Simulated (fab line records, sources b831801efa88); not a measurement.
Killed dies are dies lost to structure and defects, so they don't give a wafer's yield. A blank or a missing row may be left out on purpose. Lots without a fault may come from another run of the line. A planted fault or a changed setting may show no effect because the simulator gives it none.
fab line records | flow sky130
record lots=5 wafers=15 last_day=50
route steps=708 shown VT_ADJUST_LVTN@118 VT_ADJUST_NCORE@119 VT_ADJUST_HVTR@131 VT_ADJUST_PCH@143
lots that met no fault: from a run of the same line without faults
start_h: hours from the record's first day to the start of the lot's first wafer shown | wait_h: hours since the lot's step before | " the same as in the row above | L1.1+2: a row that stands for several wafers | - no value, or no start given | * or withheld: withheld | < > ~ a bound
route shown NAME@n: a module of which the file shows steps, and the number in the route of the first | usual: mean/standard deviation of fault-free wafers | same: alike in all rows | chamber/n: place in a boat | sites: the reading at each site | _std_site: their standard deviation | _edge_site: outer sites' mean less inner sites' | radius_mm: how far each site lies from the wafer's centre | mask NAME#n: copy n | behind: the tool/chamber that last shaped the wafer | hold: why the lot was held/for how many hours/how that ended | device: the transistor (n, p or np) that didn't switch | end of line: the same wafers' tests at the end of the route | a step without rows: its recipe alone | killed: dies lost to structure and defects at the first sort, not the wafer's yield | map: a wafer's dies, x killed, . not, _ none there
set.NAME: the setting as run; set.NAME@STEP: as run at that earlier step | model.NAME: the simulator's own value behind a step, which no gauge read
lots at some steps of the route; a table a step, a row a wafer
services: from which hour (start_h, from the record's first day; less than 0 if before it) a tool's chamber was out of use, for how many hours, and why
## steps
# step SKY_VT_ADJUST_LVTN_TW_MEAS_21
# usual VT_ADJUST_LVTN_2_TW=187.0/2.8
# columns lot.wafer tool chamber start_h wait_h VT_ADJUST_LVTN_2_TW
L074.3 film_metro-02 - 162.27 0.1 185.6
L074.4 " - " " 186.1
L074.6 " - " " 185.3
L086.2 film_metro-02 - 240.46 0.1 184.1
L086.3 " - " " 184.4
L086.6 " - " " 183.3
L087.1 film_metro-02 - 248.42 0.1 183.3
L087.4 " - " " 183.9
L087.6 " - " " 184.2
L092.2 film_metro-04 - 279.71 0.1 191.2
L092.3 " - " " 192.3
L092.6 " - " " 192.0
L097.2 film_metro-02 - 324.49 0.1 184.5
L097.3 " - " " 185.3
L097.5 " - " " 185.0
# step SKY_VT_ADJUST_NCORE_DEHYDRATE_00
# recipe temp_c=200 time_s=60
# usual heater_power_total_W=160.37/0.13 plate_temp_C=200.01/0.14
# columns lot.wafer tool chamber start_h wait_h heater_power_total_W plate_temp_C
L074.3 litho_track-03 0 170.87 8.6 160.20 199.82
L074.4 " 0 " " 160.25 200.00
L074.6 " 0 " " 160.47 200.19
L086.2 litho_track-03 0 251.75 11.3 160.62 200.07
L086.3 " 0 " " 160.25 200.05
L086.6 " 0 " " 160.54 200.03
L087.1 litho_track-02 0 259.49 11.1 160.39 199.72
L087.4 " 0 " " 160.49 199.78
L087.6 " 0 " " 160.51 199.92
L092.2 litho_track-04 0 291.26 11.5 160.39 199.88
L092.3 " 0 " " 160.56 200.25
L092.6 " 0 " " 160.28 199.99
L097.2 litho_track-02 0 337.01 12.5 160.47 199.96
L097.3 " 0 " " 160.57 200.01
L097.5 " 0 " " 160.25 200.13
# step SKY_VT_ADJUST_NCORE_HMDS_01
# recipe prime_time_s=60 prime_temp_c=120
# columns lot.wafer tool chamber start_h wait_h
L074.3+4+6 litho_track-03 0 171.02 0.1
L086.2+3+6 litho_track-03 0 251.90 0.1
L087.1+4+6 litho_track-02 0 259.64 0.1
L092.2+3+6 litho_track-04 0 291.41 0.1
L097.2+3+5 litho_track-02 0 337.16 0.1
# step SKY_VT_ADJUST_NCORE_COAT_02
# recipe resist=NOVOLAK spin_rpm=3000 resist_thk_nm=1140
# usual spin_speed_rpm=3000.0/2
# columns lot.wafer tool chamber start_h wait_h spin_speed_rpm
L074.3 litho_track-03 0 171.17 0.1 3002.0
L074.4 " 0 " " 2999.8
L074.6 " 0 " " 3000.3
L086.2 litho_track-03 0 252.05 0.1 3003.1
L086.3 " 0 " " 2999.8
L086.6 " 0 " " 2997.5
L087.1 litho_track-02 0 259.79 0.1 3003.6
L087.4 " 0 " " 3001.0
L087.6 " 0 " " 3001.1
L092.2 litho_track-04 0 291.56 0.1 2998.7
L092.3 " 0 " " 2999.2
L092.6 " 0 " " 2999.8
L097.2 litho_track-02 0 337.31 0.1 2998.9
L097.3 " 0 " " 2999.1
L097.5 " 0 " " 2997.5
# step SKY_VT_ADJUST_NCORE_SOFTBAKE_03
# recipe temp_c=90 time_s=60 resist=NOVOLAK
# usual heater_power_total_W=56.60/0.042 plate_temp_C=90.00/0.13
# columns lot.wafer tool chamber start_h wait_h heater_power_total_W plate_temp_C
L074.3 litho_track-03 0 171.32 0.1 56.55 89.79
L074.4 " 0 " " 56.63 90.02
L074.6 " 0 " " 56.60 89.67
L086.2 litho_track-03 0 252.20 0.1 56.62 90.16
L086.3 " 0 " " 56.64 89.93
L086.6 " 0 " " 56.57 90.02
L087.1 litho_track-02 0 259.94 0.1 56.62 89.93
L087.4 " 0 " " 56.66 90.13
L087.6 " 0 " " 56.57 90.17
L092.2 litho_track-04 0 291.71 0.1 56.60 90.05
L092.3 " 0 " " 56.64 90.08
L092.6 " 0 " " 56.64 89.86
L097.2 litho_track-02 0 337.46 0.1 56.63 89.66
L097.3 " 0 " " 56.63 90.04
L097.5 " 0 " " 56.49 90.01
# step SKY_VT_ADJUST_NCORE_EXPOSE_04
# recipe mask_id=LVTN_COMPLEMENT_THIN na=0.6 source_shape=conventional sigma_outer=0.6 polarization=unpolarized target_cd_nm=380 dose_mj=139
# columns lot.wafer tool chamber start_h wait_h mask
L074.3+4+6 iline_stepper-01 0 - - LVTN_COMPLEMENT_THIN#0
L086.2+3+6 iline_stepper-01 0 - - LVTN_COMPLEMENT_THIN#0
L087.1+4+6 iline_stepper-01 0 - - LVTN_COMPLEMENT_THIN#0
L092.2+3+6 iline_stepper-01 0 - - LVTN_COMPLEMENT_THIN#0
L097.2+3+5 iline_stepper-01 0 - - LVTN_COMPLEMENT_THIN#0
# step SKY_VT_ADJUST_NCORE_PEB_05
# recipe temp_c=withheld time_s=* resist=NOVOLAK
# columns lot.wafer tool chamber start_h wait_h
L074.3+4+6 litho_track-03 0 - -
L086.2+3+6 litho_track-03 0 - -
L087.1+4+6 litho_track-03 0 - -
L092.2+3+6 litho_track-03 0 - -
L097.2+3+5 litho_track-03 0 - -
# step SKY_VT_ADJUST_NCORE_DEVELOP_06
# recipe resist=NOVOLAK developer=TMAH develop_time_s=60 dev_temp_c=23
# columns lot.wafer tool chamber start_h wait_h
L074.3+4+6 litho_track-03 0 182.47 0.1
L086.2+3+6 litho_track-03 0 264.00 0.1
L087.1+4+6 litho_track-03 0 271.97 0.1
L092.2+3+6 litho_track-03 0 304.10 0.1
L097.2+3+5 litho_track-03 0 351.55 0.1
# step SKY_VT_ADJUST_NCORE_CD_MEAS_07
# recipe target_cd_nm=380
# usual cd_nm=380.3/3
# columns lot.wafer tool chamber start_h wait_h cd_nm
L074.3 cd_sem-01 - 182.61 0.1 377.7
L074.4 " - " " 375.8
L074.6 " - " " 377.1
L086.2 cd_sem-01 - 264.14 0.1 379.8
L086.3 " - " " 377.4
L086.6 " - " " 380.7
L087.1 cd_sem-01 - 272.12 0.1 383.1
L087.4 " - " " 383.3
L087.6 " - " " 382.9
L092.2 cd_sem-02 - 304.24 0.1 376.1
L092.3 " - " " 377.2
L092.6 " - " " 376.3
L097.2 cd_sem-02 - 351.69 0.1 372.4
L097.3 " - " " 372.3
L097.5 " - " " 374.3
# step SKY_VT_ADJUST_NCORE_OVL_MEAS_08
# usual VT_ADJUST_NCORE_OVL=0.3/1.3
# columns lot.wafer tool chamber start_h wait_h VT_ADJUST_NCORE_OVL[nm]
L074.3 overlay-01 - 182.71 0.1 -0.5
L074.4 " - " " 1.6
L074.6 " - " " 0.1
L086.2 overlay-02 - 264.25 0.1 -0.6
L086.3 " - " " -1.0
L086.6 " - " " -0.4
L087.1 overlay-02 - 272.24 0.1 0.6
L087.4 " - " " 1.2
L087.6 " - " " -1.0
L092.2 overlay-01 - 304.35 0.1 2.9
L092.3 " - " " 1.7
L092.6 " - " " 3.1
L097.2 overlay-02 - 351.80 0.1 0.3
L097.3 " - " " 1.4
L097.5 " - " " 1.8
# step SKY_VT_ADJUST_NCORE_IMPLANT_09
# recipe species=B energy_kev=10 dose_cm2=2.4e+12 tilt_deg=withheld
# usual beam_energy_keV=10.000/0.0033 dose_ions_cm2=2.4e+12/3.1e+09
# columns lot.wafer tool chamber start_h wait_h beam_energy_keV dose_ions_cm2
L074.3 implanter-04 0 182.78 0.1 10.002 2.401e+12
L074.4 " 0 " " 10.003 2.4e+12
L074.6 " 0 " " 10.002 2.401e+12
L086.2 implanter-04 0 264.30 0.0 9.997 2.397e+12
L086.3 " 0 " " 10.001 2.402e+12
L086.6 " 0 " " 9.998 2.397e+12
L087.1 implanter-03 0 272.28 0.0 9.994 2.401e+12
L087.4 " 0 " " 9.998 2.401e+12
L087.6 " 0 " " 9.995 2.399e+12
L092.2 implanter-01 0 304.40 0.0 10.001 2.398e+12
L092.3 " 0 " " 9.996 2.403e+12
L092.6 " 0 " " 10.003 2.399e+12
L097.2 implanter-01 0 351.85 0.0 9.999 2.397e+12
L097.3 " 0 " " 9.997 2.401e+12
L097.5 " 0 " " 9.997 2.4e+12
# step SKY_VT_ADJUST_NCORE_STRIP_10
# recipe chemistry=O2/N2 power_w=1400 pressure_mtorr=1500 platen_temp_c=withheld o2_flow_sccm=3000 n2_flow_sccm=300 overash_fraction=0.5
# usual drypump_motor_current_A=5.8/0.49 oes_product_au=0.715/0.0043 strip_time_to_endpoint_s=14.21/0.035
# columns lot.wafer tool chamber start_h wait_h drypump_motor_current_A oes_product_au rf_hours_counter_h strip_time_to_endpoint_s
L074.3 plasma_asher-04 0 182.91 0.1 5.6 0.726 - 14.20
L074.4 " 1 " " 5.9 0.712 - 14.20
L074.6 " 0 " " 5.5 0.715 - 14.22
L086.2 plasma_asher-04 1 264.43 0.1 5.9 0.709 58 14.24
L086.3 " 0 " " 5.6 0.717 - 14.25
L086.6 " 1 " " 5.9 0.712 - 14.24
L087.1 plasma_asher-04 1 272.43 0.1 5.9 0.715 59 14.18
L087.4 " 0 " " 5.6 0.716 - 14.25
L087.6 " 1 " " 5.9 0.707 - 14.25
L092.2 plasma_asher-04 1 304.53 0.1 5.9 0.710 62 14.22
L092.3 " 1 " " 5.9 0.710 - 14.21
L092.6 " 0 " " 5.6 0.725 - 14.20
L097.2 plasma_asher-04 1 351.98 0.1 5.9 0.719 66 14.25
L097.3 " 1 " " 5.9 0.711 - 14.23
L097.5 " 0 " " 5.6 0.719 - 14.21
# step SKY_VT_ADJUST_NCORE_TW_MEAS_11
# usual VT_ADJUST_NCORE_TW=219.9/2.3
# columns lot.wafer tool chamber start_h wait_h VT_ADJUST_NCORE_TW
L074.3 film_metro-01 - 183.00 0.1 217.8
L074.4 " - " " 218.4
L074.6 " - " " 218.1
L086.2 film_metro-03 - 264.54 0.1 217.7
L086.3 " - " " 217.6
L086.6 " - " " 219.0
L087.1 film_metro-03 - 272.53 0.1 218.8
L087.4 " - " " 218.1
L087.6 " - " " 218.8
L092.2 film_metro-03 - 304.64 0.1 220.1
L092.3 " - " " 218.0
L092.6 " - " " 218.7
L097.2 film_metro-01 - 352.09 0.1 218.4
L097.3 " - " " 218.5
L097.5 " - " " 217.8
# step SKY_VT_ADJUST_HVTR_DEHYDRATE_00
# recipe temp_c=200 time_s=60
# usual heater_power_total_W=160.37/0.13 plate_temp_C=200.02/0.17
# columns lot.wafer tool chamber start_h wait_h heater_power_total_W plate_temp_C
L074.3 litho_track-01 0 192.47 9.5 160.34 199.72
L074.4 " 0 " " 160.48 199.76
L074.6 " 0 " " 160.44 199.82
L086.2 litho_track-02 0 275.71 11.2 160.39 200.15
L086.3 " 0 " " 160.29 200.10
L086.6 " 0 " " 160.19 200.25
L087.1 litho_track-03 0 283.17 10.6 160.21 200.21
L087.4 " 0 " " 160.38 199.89
L087.6 " 0 " " 160.44 200.00
L092.2 litho_track-02 0 316.76 12.1 160.36 199.92
L092.3 " 0 " " 160.55 200.06
L092.6 " 0 " " 160.56 199.88
L097.2 litho_track-03 0 364.75 12.6 160.51 199.74
L097.3 " 0 " " 160.18 199.84
L097.5 " 0 " " 160.40 199.88
# step SKY_VT_ADJUST_HVTR_HMDS_01
# recipe prime_time_s=60 prime_temp_c=120
# columns lot.wafer tool chamber start_h wait_h
L074.3+4+6 litho_track-01 0 192.62 0.1
L086.2+3+6 litho_track-02 0 275.86 0.1
L087.1+4+6 litho_track-03 0 283.32 0.1
L092.2+3+6 litho_track-02 0 316.91 0.1
L097.2+3+5 litho_track-03 0 364.90 0.1
# step SKY_VT_ADJUST_HVTR_COAT_02
# recipe resist=NOVOLAK spin_rpm=3000 resist_thk_nm=1140
# usual spin_speed_rpm=3000.3/2
# columns lot.wafer tool chamber start_h wait_h spin_speed_rpm
L074.3 litho_track-01 0 192.77 0.1 2999.8
L074.4 " 0 " " 2998.8
L074.6 " 0 " " 2999.1
L086.2 litho_track-02 0 276.01 0.1 2998.5
L086.3 " 0 " " 2999.1
L086.6 " 0 " " 2996.4
L087.1 litho_track-03 0 283.47 0.1 2998.0
L087.4 " 0 " " 3001.9
L087.6 " 0 " " 2999.4
L092.2 litho_track-02 0 317.06 0.1 3001.5
L092.3 " 0 " " 2998.1
L092.6 " 0 " " 2998.8
L097.2 litho_track-03 0 365.05 0.1 3003.0
L097.3 " 0 " " 3000.2
L097.5 " 0 " " 3000.1
# step SKY_VT_ADJUST_HVTR_SOFTBAKE_03
# recipe temp_c=90 time_s=60 resist=NOVOLAK
# usual heater_power_total_W=56.59/0.046 plate_temp_C=89.97/0.12
# columns lot.wafer tool chamber start_h wait_h heater_power_total_W plate_temp_C
L074.3 litho_track-01 0 192.92 0.1 56.61 89.76
L074.4 " 0 " " 56.53 89.94
L074.6 " 0 " " 56.56 89.85
L086.2 litho_track-02 0 276.16 0.1 56.56 90.13
L086.3 " 0 " " 56.61 90.24
L086.6 " 0 " " 56.54 90.13
L087.1 litho_track-03 0 283.62 0.1 56.61 89.85
L087.4 " 0 " " 56.52 89.80
L087.6 " 0 " " 56.66 89.93
L092.2 litho_track-02 0 317.21 0.1 56.58 90.01
L092.3 " 0 " " 56.64 89.94
L092.6 " 0 " " 56.56 89.89
L097.2 litho_track-03 0 365.20 0.1 56.62 90.00
L097.3 " 0 " " 56.58 90.11
L097.5 " 0 " " 56.55 89.96
# step SKY_VT_ADJUST_HVTR_EXPOSE_04
# recipe mask_id=HVTRM target_cd_nm=380 na=0.6 source_shape=conventional sigma_outer=0.6 dose_mj=150
# columns lot.wafer tool chamber start_h wait_h mask
L074.3+4+6 iline_stepper-02 0 - - HVTRM#0
L086.2+3+6 iline_stepper-01 0 - - HVTRM#0
L087.1+4+6 iline_stepper-01 0 - - HVTRM#0
L092.2+3+6 iline_stepper-02 0 - - HVTRM#0
L097.2+3+5 iline_stepper-02 0 - - HVTRM#0
# step SKY_VT_ADJUST_HVTR_PEB_05
# recipe temp_c=withheld time_s=* resist=NOVOLAK
# columns lot.wafer tool chamber start_h wait_h
L074.3+4+6 litho_track-01 0 - -
L086.2+3+6 litho_track-02 0 - -
L087.1+4+6 litho_track-02 0 - -
L092.2+3+6 litho_track-03 0 - -
L097.2+3+5 litho_track-02 0 - -
# step SKY_VT_ADJUST_HVTR_DEVELOP_06
# recipe develop_time_s=60 dev_temp_c=23
# columns lot.wafer tool chamber start_h wait_h
L074.3+4+6 litho_track-01 0 204.11 0.1
L086.2+3+6 litho_track-02 0 287.96 0.1
L087.1+4+6 litho_track-02 0 296.44 0.1
L092.2+3+6 litho_track-03 0 329.95 0.1
L097.2+3+5 litho_track-02 0 379.11 0.1
# step SKY_VT_ADJUST_HVTR_CD_MEAS_07
# recipe target_cd_nm=380
# usual cd_nm=379.2/2.5
# columns lot.wafer tool chamber start_h wait_h cd_nm
L074.3 cd_sem-02 - 204.25 0.1 376.0
L074.4 " - " " 374.6
L074.6 " - " " 373.9
L086.2 cd_sem-01 - 288.11 0.1 378.8
L086.3 " - " " 381.0
L086.6 " - " " 378.3
L087.1 cd_sem-02 - 296.59 0.1 377.6
L087.4 " - " " 375.6
L087.6 " - " " 376.8
L092.2 cd_sem-02 - 330.09 0.1 378.5
L092.3 " - " " 378.4
L092.6 " - " " 377.1
L097.2 cd_sem-01 - 379.26 0.1 377.5
L097.3 " - " " 379.3
L097.5 " - " " 378.8
# step SKY_VT_ADJUST_HVTR_OVL_MEAS_08
# usual VT_ADJUST_HVTR_OVL=0.4/1.7
# columns lot.wafer tool chamber start_h wait_h VT_ADJUST_HVTR_OVL[nm]
L074.3 overlay-01 - 204.35 0.1 -3.0
L074.4 " - " " -1.7
L074.6 " - " " -2.4
L086.2 overlay-01 - 288.22 0.1 1.0
L086.3 " - " " -0.8
L086.6 " - " " -0.5
L087.1 overlay-02 - 296.71 0.1 -0.5
L087.4 " - " " 0.1
L087.6 " - " " -1.0
L092.2 overlay-01 - 330.20 0.1 0.5
L092.3 " - " " -0.7
L092.6 " - " " 0.6
L097.2 overlay-01 - 379.37 0.1 1.3
L097.3 " - " " 1.5
L097.5 " - " " 0.4
# step SKY_VT_ADJUST_HVTR_IMPLANT_09
# recipe species=B energy_kev=10 dose_cm2=2.1e+12 tilt_deg=withheld
# usual beam_energy_keV=10.001/0.0034 dose_ions_cm2=2.1001e+12/2.3e+09
# columns lot.wafer tool chamber start_h wait_h beam_energy_keV dose_ions_cm2
L074.3 implanter-03 0 204.43 0.1 10.007 2.0991e+12
L074.4 " 0 " " 10.002 2.0997e+12
L074.6 " 0 " " 9.999 2.0979e+12
L086.2 implanter-01 0 288.27 0.0 10.002 2.0971e+12
L086.3 " 0 " " 10.000 2.0983e+12
L086.6 " 0 " " 10.002 2.101e+12
L087.1 implanter-02 0 296.75 0.0 9.999 2.0966e+12
L087.4 " 0 " " 10.001 2.098e+12
L087.6 " 0 " " 10.007 2.0978e+12
L092.2 implanter-02 0 330.25 0.0 10.001 2.1008e+12
L092.3 " 0 " " 9.999 2.1024e+12
L092.6 " 0 " " 10.000 2.0961e+12
L097.2 implanter-03 0 379.42 0.0 10.001 2.0976e+12
L097.3 " 0 " " 9.999 2.1005e+12
L097.5 " 0 " " 10.007 2.1002e+12
# step SKY_VT_ADJUST_HVTR_STRIP_10
# recipe chemistry=O2/N2 power_w=1400 pressure_mtorr=1500 platen_temp_c=withheld o2_flow_sccm=3000 n2_flow_sccm=300 overash_fraction=0.5
# usual drypump_motor_current_A=5.80/0.21 oes_product_au=0.716/0.0045 strip_time_to_endpoint_s=14.20/0.042
# columns lot.wafer tool chamber start_h wait_h drypump_motor_current_A oes_product_au rf_hours_counter_h strip_time_to_endpoint_s
L074.3 plasma_asher-01 1 204.56 0.1 5.65 0.713 - 14.21
L074.4 " 0 " " 5.66 0.710 - 14.19
L074.6 " 0 " " 5.64 0.716 - 14.17
L086.2 plasma_asher-04 0 288.40 0.1 5.54 0.720 60 14.17
L086.3 " 0 " " 5.54 0.714 - 14.22
L086.6 " 1 " " 5.89 0.714 - 14.22
L087.1 plasma_asher-01 0 296.90 0.1 5.64 0.716 55 14.24
L087.4 " 0 " " 5.64 0.709 - 14.28
L087.6 " 0 " " 5.66 0.717 - 14.23
L092.2 plasma_asher-04 0 330.38 0.1 5.57 0.708 65 14.15
L092.3 " 1 " " 5.90 0.718 - 14.21
L092.6 " 0 " " 5.56 0.719 - 14.17
L097.2 plasma_asher-01 0 379.55 0.1 5.66 0.712 63 14.17
L097.3 " 1 " " 5.63 0.705 - 14.19
L097.5 " 1 " " 5.63 0.719 - 14.15
# step SKY_VT_ADJUST_HVTR_TW_MEAS_11
# usual VT_ADJUST_HVTR_TW=209.2/1.7
# columns lot.wafer tool chamber start_h wait_h VT_ADJUST_HVTR_TW
L074.3 film_metro-01 - 204.65 0.1 210.7
L074.4 " - " " 208.7
L074.6 " - " " 210.9
L086.2 film_metro-02 - 288.51 0.1 206.3
L086.3 " - " " 207.8
L086.6 " - " " 207.9
L087.1 film_metro-01 - 297.00 0.1 210.4
L087.4 " - " " 210.1
L087.6 " - " " 211.5
L092.2 film_metro-03 - 330.49 0.1 211.1
L092.3 " - " " 210.1
L092.6 " - " " 210.8
L097.2 film_metro-01 - 379.66 0.1 211.2
L097.3 " - " " 210.4
L097.5 " - " " 210.9
# step SKY_VT_ADJUST_PCH_DEHYDRATE_00
# recipe temp_c=200 time_s=60
# usual heater_power_total_W=160.38/0.13 plate_temp_C=200.01/0.17
# columns lot.wafer tool chamber start_h wait_h heater_power_total_W plate_temp_C
L074.3 litho_track-01 0 215.06 10.4 160.37 200.25
L074.4 " 0 " " 160.48 200.11
L074.6 " 0 " " 160.37 200.20
L086.2 litho_track-01 0 300.74 12.2 160.25 200.00
L086.3 " 0 " " 160.30 200.03
L086.6 " 0 " " 160.36 199.90
L087.1 litho_track-03 0 308.07 11.1 160.61 200.14
L087.4 " 0 " " 160.56 200.18
L087.6 " 0 " " 160.38 199.98
L092.2 litho_track-04 0 343.31 12.8 160.48 200.16
L092.3 " 0 " " 160.60 200.21
L092.6 " 0 " " 160.37 200.21
L097.2 litho_track-04 0 392.95 13.3 160.45 199.96
L097.3 " 0 " " 160.32 200.25
L097.5 " 0 " " 160.55 199.96
# step SKY_VT_ADJUST_PCH_HMDS_01
# recipe prime_time_s=60 prime_temp_c=120
# columns lot.wafer tool chamber start_h wait_h
L074.3+4+6 litho_track-01 0 215.21 0.1
L086.2+3+6 litho_track-01 0 300.89 0.1
L087.1+4+6 litho_track-03 0 308.22 0.1
L092.2+3+6 litho_track-04 0 343.46 0.1
L097.2+3+5 litho_track-04 0 393.10 0.1
# step SKY_VT_ADJUST_PCH_COAT_02
# recipe spin_rpm=2000 resist_thk_nm=3000
# usual spin_speed_rpm=2000.0/1.2
# columns lot.wafer tool chamber start_h wait_h spin_speed_rpm
L074.3 litho_track-01 0 215.36 0.1 1999.4
L074.4 " 0 " " 1999.4
L074.6 " 0 " " 2001.2
L086.2 litho_track-01 0 301.04 0.1 2001.4
L086.3 " 0 " " 1999.8
L086.6 " 0 " " 1999.6
L087.1 litho_track-03 0 308.37 0.1 2000.3
L087.4 " 0 " " 1997.6
L087.6 " 0 " " 1999.1
L092.2 litho_track-04 0 343.61 0.1 1999.3
L092.3 " 0 " " 2000.1
L092.6 " 0 " " 1999.1
L097.2 litho_track-04 0 393.25 0.1 2000.0
L097.3 " 0 " " 1998.5
L097.5 " 0 " " 1998.7
# step SKY_VT_ADJUST_PCH_SOFTBAKE_03
# recipe temp_c=110 time_s=withheld
# usual heater_power_total_W=65.31/0.14 plate_temp_C=110.00/0.13
# columns lot.wafer tool chamber start_h wait_h heater_power_total_W plate_temp_C
L074.3 litho_track-01 0 215.53 0.1 65.17 110.00
L074.4 " 0 " " 65.18 109.98
L074.6 " 0 " " 65.24 110.11
L086.2 litho_track-01 0 301.20 0.1 65.41 109.88
L086.3 " 0 " " 65.15 109.75
L086.6 " 0 " " 65.22 110.08
L087.1 litho_track-03 0 308.52 0.1 65.39 110.03
L087.4 " 0 " " 65.38 110.14
L087.6 " 0 " " 65.16 109.89
L092.2 litho_track-04 0 343.76 0.1 65.40 110.06
L092.3 " 0 " " 65.16 110.02
L092.6 " 0 " " 65.18 110.04
L097.2 litho_track-04 0 393.41 0.1 65.20 109.97
L097.3 " 0 " " 65.33 109.88
L097.5 " 0 " " 65.37 109.84
# step SKY_VT_ADJUST_PCH_EXPOSE_04
# recipe mask_id=NWM na=0.6 source_shape=conventional sigma_outer=0.6 polarization=unpolarized target_cd_nm=840 dose_mj=255
# columns lot.wafer tool chamber start_h wait_h mask
L074.3+4+6 iline_stepper-01 0 - - NWM#0
L086.2+3+6 iline_stepper-02 0 - - NWM#0
L087.1+4+6 iline_stepper-01 0 - - NWM#0
L092.2+3+6 iline_stepper-02 0 - - NWM#0
L097.2+3+5 iline_stepper-02 0 - - NWM#0
# step SKY_VT_ADJUST_PCH_PEB_05
# recipe temp_c=115 time_s=withheld
# usual heater_power_total_W=69.32/0.13 plate_temp_C=115.01/0.13
# columns lot.wafer tool chamber start_h wait_h heater_power_total_W plate_temp_C
L074.3 litho_track-03 0 - - 69.26 115.01
L074.4 " 0 " " 69.45 115.29
L074.6 " 0 " " 69.16 115.03
L086.2 litho_track-03 0 - - 69.18 115.02
L086.3 " 0 " " 69.39 114.96
L086.6 " 0 " " 69.36 115.00
L087.1 litho_track-01 0 - - 69.45 115.10
L087.4 " 0 " " 69.51 115.30
L087.6 " 0 " " 69.31 115.24
L092.2 litho_track-03 0 - - 69.41 115.15
L092.3 " 0 " " 69.32 115.04
L092.6 " 0 " " 69.17 115.00
L097.2 litho_track-01 0 - - 69.27 114.85
L097.3 " 0 " " 69.22 115.01
L097.5 " 0 " " 69.49 115.11
# step SKY_VT_ADJUST_PCH_DEVELOP_06
# recipe wall_angle_deg=90 developer=TMAH develop_time_s=60 dev_temp_c=23
# columns lot.wafer tool chamber start_h wait_h
L074.3+4+6 litho_track-03 0 - -
L086.2+3+6 litho_track-03 0 - -
L087.1+4+6 litho_track-01 0 - -
L092.2+3+6 litho_track-03 0 - -
L097.2+3+5 litho_track-01 0 - -
# step SKY_VT_ADJUST_PCH_OVL_MEAS_07
# usual VT_ADJUST_PCH_OVL=0.6/1.2
# columns lot.wafer tool chamber start_h wait_h VT_ADJUST_PCH_OVL[nm]
L074.3 overlay-01 - 227.29 - 1.6
L074.4 " - " " 2.3
L074.6 " - " " 1.0
L086.2 overlay-02 - 313.83 - 2.7
L086.3 " - " " 1.5
L086.6 " - " " 3.0
L087.1 overlay-02 - 322.21 - 1.3
L087.4 " - " " 1.6
L087.6 " - " " 1.4
L092.2 overlay-01 - 357.43 - 0.2
L092.3 " - " " 0.0
L092.6 " - " " -1.0
L097.2 overlay-02 - 409.02 - 0.7
L097.3 " - " " 1.3
L097.5 " - " " 0.7
# step SKY_VT_ADJUST_PCH_IMPLANT_08
# recipe species=B energy_kev=10 dose_cm2=5e+11 tilt_deg=withheld
# usual beam_energy_keV=10.000/0.0032 dose_ions_cm2=5.001e+11/5.4e+08
# columns lot.wafer tool chamber start_h wait_h beam_energy_keV dose_ions_cm2
L074.3 implanter-02 0 227.36 0.1 10.000 5.001e+11
L074.4 " 0 " " 9.997 5.002e+11
L074.6 " 0 " " 9.999 5.005e+11
L086.2 implanter-04 0 313.88 0.0 9.998 4.998e+11
L086.3 " 0 " " 10.001 5.001e+11
L086.6 " 0 " " 9.999 4.994e+11
L087.1 implanter-02 0 322.25 0.0 9.998 4.997e+11
L087.4 " 0 " " 10.001 5.003e+11
L087.6 " 0 " " 10.003 5.002e+11
L092.2 implanter-01 0 357.48 0.0 9.998 5.004e+11
L092.3 " 0 " " 9.997 5.001e+11
L092.6 " 0 " " 10.003 5.005e+11
L097.2 implanter-04 0 409.08 0.0 10.002 5.001e+11
L097.3 " 0 " " 10.000 5.005e+11
L097.5 " 0 " " 10.003 5.003e+11
# step SKY_VT_ADJUST_PCH_STRIP_09
# recipe chemistry=O2/N2 power_w=1400 pressure_mtorr=1500 platen_temp_c=withheld o2_flow_sccm=3000 n2_flow_sccm=300 overash_fraction=0.5
# usual drypump_motor_current_A=5.9/0.46 oes_product_au=0.722/0.0051 strip_time_to_endpoint_s=36.93/0.12
# columns lot.wafer tool chamber start_h wait_h drypump_motor_current_A oes_product_au rf_hours_counter_h strip_time_to_endpoint_s
L074.3 plasma_asher-04 0 227.49 0.1 5.6 0.725 - 36.77
L074.4 " 1 " " 5.9 0.712 - 36.80
L074.6 " 0 " " 5.6 0.715 - 36.77
L086.2 plasma_asher-03 1 314.01 0.1 5.8 0.722 20 36.76
L086.3 " 0 " " 6.2 0.719 - 36.78
L086.6 " 1 " " 5.8 0.720 - 36.82
L087.1 plasma_asher-02 1 322.40 0.1 5.1 0.730 53 37.11
L087.4 " 1 " " 5.1 0.723 - 37.00
L087.6 " 1 " " 5.1 0.718 - 36.99
L092.2 plasma_asher-02 0 357.61 0.1 6.7 0.723 57 36.95
L092.3 " 0 " " 6.6 0.722 - 36.85
L092.6 " 0 " " 6.6 0.717 - 36.89
L097.2 plasma_asher-03 0 409.20 0.1 6.2 0.717 29 37.01
L097.3 " 0 " " 6.2 0.710 - 37.07
L097.5 " 1 " " 5.8 0.724 - 37.15
# step SKY_VT_ADJUST_PCH_TW_MEAS_10
# usual VT_ADJUST_PCH_TW=143.0/2.2
# columns lot.wafer tool chamber start_h wait_h VT_ADJUST_PCH_TW
L074.3 film_metro-04 - 227.58 0.1 145.8
L074.4 " - " " 145.1
L074.6 " - " " 145.2
L086.2 film_metro-01 - 314.12 0.1 142.0
L086.3 " - " " 142.6
L086.6 " - " " 141.6
L087.1 film_metro-02 - 322.50 0.1 140.7
L087.4 " - " " 140.5
L087.6 " - " " 140.1
L092.2 film_metro-04 - 357.72 0.1 145.0
L092.3 " - " " 144.8
L092.6 " - " " 144.7
L097.2 film_metro-04 - 409.31 0.1 145.5
L097.3 " - " " 144.4
L097.5 " - " " 144.2
## services
# columns tool chamber start_h hours kind
iline_stepper-02 - 150.42 4.4 pm
iline_stepper-01 - 165.56 1.7 pm
iline_stepper-01 - 176.50 2.1 pm
iline_stepper-02 - 178.65 1.7 pm
implanter-04 - 192.96 4.8 pm
implanter-02 - 196.55 1.2 repair
plasma_asher-01 - 205.88 26.2 repair
iline_stepper-02 - 213.19 25.7 repair
implanter-01 - 215.69 4.6 pm
implanter-04 - 221.32 6.5 pm
iline_stepper-02 - 259.69 2.1 pm
iline_stepper-02 - 264.62 2.7 repair
implanter-03 - 279.68 3.1 pm
iline_stepper-02 - 287.60 1.7 repair
implanter-03 - 300.38 1.8 repair
implanter-02 - 315.85 5.7 repair
iline_stepper-02 - 336.44 2.7 repair
plasma_asher-04 - 376.45 1.0 repair
implanter-02 - 376.57 4.1 repair
iline_stepper-01 - 383.74 1.7 pm
implanter-02 - 390.62 0.9 repair
implanter-04 - 392.65 1.9 repair
iline_stepper-02 - 395.58 1.7 pm
iline_stepper-02 - 406.58 7.0 repair
## key
fault none
